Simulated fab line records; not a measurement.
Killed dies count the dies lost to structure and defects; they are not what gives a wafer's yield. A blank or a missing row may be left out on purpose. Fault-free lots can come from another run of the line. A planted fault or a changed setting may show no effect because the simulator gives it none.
A sampling plan put to the test -- flow gf180mcu -- one fab line, 9 faults that these records tell of, each judged on the records of the lots that it struck
The line's own looks make up the plan; these are the steps of the route where a gauge or inspection reads the wafer and leaves it unchanged. Where struck wafers have a number at a look and the file lists that look's usual mean and standard deviation on fault-free wafers, the look can be judged. Caught: at a look after the fault's first step, the mean of the struck wafers lies 4 or more of those standard deviations (sigma) from the usual mean. On the tool: the test repeated on the tool's own readings taken at the fault's steps. It also counts as caught if the struck wafers ran another recipe or if their record alone is blank.

== THE FAULTS, as the simulator had put them in ==
1. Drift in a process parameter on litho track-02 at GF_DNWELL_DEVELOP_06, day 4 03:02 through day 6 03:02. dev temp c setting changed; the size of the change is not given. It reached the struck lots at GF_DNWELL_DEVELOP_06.
2. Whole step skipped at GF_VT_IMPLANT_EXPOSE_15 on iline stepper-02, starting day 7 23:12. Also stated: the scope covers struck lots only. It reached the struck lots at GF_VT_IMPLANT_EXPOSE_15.
3. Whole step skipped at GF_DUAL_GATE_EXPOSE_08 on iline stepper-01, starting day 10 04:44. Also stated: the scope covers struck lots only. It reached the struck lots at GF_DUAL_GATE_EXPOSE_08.
4. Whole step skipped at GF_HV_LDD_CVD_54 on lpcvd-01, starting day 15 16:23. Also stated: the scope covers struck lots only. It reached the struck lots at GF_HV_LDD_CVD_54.
5. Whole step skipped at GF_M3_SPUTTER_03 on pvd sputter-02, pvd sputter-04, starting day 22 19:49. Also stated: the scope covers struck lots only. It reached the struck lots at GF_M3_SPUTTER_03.
6. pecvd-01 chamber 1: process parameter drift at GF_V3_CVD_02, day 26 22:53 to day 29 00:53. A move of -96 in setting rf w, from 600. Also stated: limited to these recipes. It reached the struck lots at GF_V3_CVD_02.
7. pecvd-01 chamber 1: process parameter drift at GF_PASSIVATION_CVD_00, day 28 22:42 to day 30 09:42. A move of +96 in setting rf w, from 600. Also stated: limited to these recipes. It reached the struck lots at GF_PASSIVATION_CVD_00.
8. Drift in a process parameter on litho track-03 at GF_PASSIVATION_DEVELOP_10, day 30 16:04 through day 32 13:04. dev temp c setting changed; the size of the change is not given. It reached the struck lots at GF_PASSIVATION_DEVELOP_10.
9. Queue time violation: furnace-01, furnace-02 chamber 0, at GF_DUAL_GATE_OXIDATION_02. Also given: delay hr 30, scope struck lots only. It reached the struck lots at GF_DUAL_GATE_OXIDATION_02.

== WHAT THE PLAN SAW ==
fault,on the tool itself,first look that catches it,"reading, sigma",median hours from its first step to that look,hours from the fault's start to the first struck lot there,judged looks passed uncaught
1,developer temp C +8.3 sigma,none of the 2 looks that can be judged after it,-,-,-,2
2,no reading that can be judged,not the one look that can be judged after it,-,-,-,1
3,no reading that can be judged,no look after it can be judged,-,-,-,0
4,the tool's record is blank for the struck wafers,no look after it can be judged,-,-,-,0
5,the tool's record is blank for the struck wafers,no look after it can be judged,-,-,-,0
6,rf fwd power W -45 sigma,not the one look that can be judged after it,-,-,-,1
7,rf fwd power W +47 sigma,no look after it can be judged,-,-,-,0
8,developer temp C -9.7 sigma,no look after it can be judged,-,-,-,0
9,under 2 sigma,none of the 2 looks that can be judged after it,-,-,-,2
Dash: fault not caught, or number not given in these records.

Caught at a look: 0 of 9. Caught on the tool: 6 of 9. By one or the other: 6 of 9.
On the tool alone, faults 1, 4, 5, 6, 7, 8 were caught.
Caught by neither: faults 2, 3, 9.
